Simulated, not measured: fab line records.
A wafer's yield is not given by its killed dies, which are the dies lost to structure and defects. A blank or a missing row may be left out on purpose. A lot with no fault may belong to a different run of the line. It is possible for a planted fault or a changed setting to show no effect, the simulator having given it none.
What tool caused it?	flow sfq-line	14 lots (42 wafers sampled), 1 step of a 325-step route

## WHAT THE GAUGES SHOWED, per wafer
SFQ_INCOMING_BOW_MEAS_900. Usual: for INCOMING_BOW the level is 0 um and the standard deviation is 6.2.
lot	measured	on	INCOMING_BOW (um)	flag
L960	day 1 15:00	film-metro-04	8 11 1	
L961	day 1 20:01	film-metro-04	-3 -1 -16	
L962	day 2 01:02	film-metro-04	-2 -3 -5	
L963	day 2 06:00	film-metro-03	12 -10 4	
L964	day 2 11:00	film-metro-02	4 1 4	
L972	day 4 03:00	film-metro-02	15 0 -3	
L973	day 4 08:02	film-metro-02	13 9 -5	
L974	day 4 13:00	film-metro-02	-2 6 3	
L975	day 4 18:00	film-metro-02	6 3 -4	
L977	day 5 04:00	film-metro-02	7 -4 6	
L979	day 5 14:00	film-metro-02	-3 3 2	
L980	day 5 19:02	film-metro-04	-16 -1 1	
L981	day 6 00:01	film-metro-04	9 -2 -5	
L982	day 6 05:00	film-metro-03	4 5 1	

## WHICH TOOL RAN EACH LOT (tool, then ch and the chambers of the sampled wafers, then the start)
There is no process step in the record ahead of these readings.

## WHAT THE TOOLS THEMSELVES READ (means of the sampled wafers that have a number; where no wafer has one, the mark that the record gives instead)
The record holds no such reading with a usual standard deviation.

## THE ANSWER, worked out from the rows above alone
Rule: lot off if the mean of its wafers having a number is beyond 3 standard deviations from the usual mean. A lot without any number at a reading at which 4 lots or more have one is off too. The other lots that the step has rows for count as sound. First the gauges in route order, then the tools' own readings, where a lot's mean is used as printed above. The first step at which some lot is off is used, and at that step the reading that is off furthest; a lot without a number counts as furthest.
Nothing can be told from this: no lot is off at any reading shown.

## WHAT THE SIMULATOR HAD PUT IN
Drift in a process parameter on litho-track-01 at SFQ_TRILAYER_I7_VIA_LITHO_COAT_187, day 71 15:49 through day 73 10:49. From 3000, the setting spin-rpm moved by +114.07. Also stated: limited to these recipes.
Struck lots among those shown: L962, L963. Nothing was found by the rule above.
